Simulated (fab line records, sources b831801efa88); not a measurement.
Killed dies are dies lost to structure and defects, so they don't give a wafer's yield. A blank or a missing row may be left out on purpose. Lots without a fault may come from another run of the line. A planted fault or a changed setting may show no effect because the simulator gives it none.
Chamber matching | flow sky130 | SKY_CAPM_CVD_00 on pecvd-01: 3 sister chambers
The step deposits SiO2, target thk 15.5 nm. 6 wafers are shown with their chamber, then 7 later ones without.

WAFERS WITH THEIR CHAMBER
wafer  | chamber | heater_power_w (W) | rf_fwd_power_W (W)
L435.3 | 2       | 558                | 442.7
L450.6 | 1       | 792                | 438.7
L453.4 | 0       | 571                | 443.9
L453.5 | 2       | 663                | 443.2
L454.1 | 1       | 727                | 440.2
L454.3 | 0       | 596                | 441.7

WAFERS WITHOUT THEIR CHAMBER
wafer  | heater_power_w (W) | rf_fwd_power_W (W)
L454.4 | 740                | 438.4
L456.1 | 618                | 443.8
L456.4 | 626                | 442.9
L456.6 | 633                | 444.6
L458.2 | 866                | 437.9
L458.3 | 696                | 444.1
L458.4 | 602                | 445.4

WHICH CHAMBER EACH WENT THROUGH
wafer  | from the rows above     | in truth
L454.4 | 1                       | 1
L456.1 | can't be placed: 2 or 0 | 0
L456.4 | can't be placed: 2 or 0 | 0
L456.6 | can't be placed: 2 or 0 | 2
L458.2 | 1                       | 1
L458.3 | can't be placed: 2 or 0 | 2
L458.4 | can't be placed: 2 or 0 | 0
Placed correctly: 2 of 7. Can't be placed from these rows: 5 (the true chamber is among the candidates in 5). Placed wrongly: 0.
How it was worked out, from the rows above alone: a wafer's distance from a chamber is the root of the sum, over the readings, of the square of ((its reading less the chamber's mean) divided by the reading's scatter). The wafer belongs to the nearest chamber; if the next one is less than 2 further off, it can't be placed. A chamber's mean is the mean of its shown wafers. The scatter: the root of (the sum of the squares of (reading less its chamber's mean) over the shown wafers, divided by (wafers less chambers)).
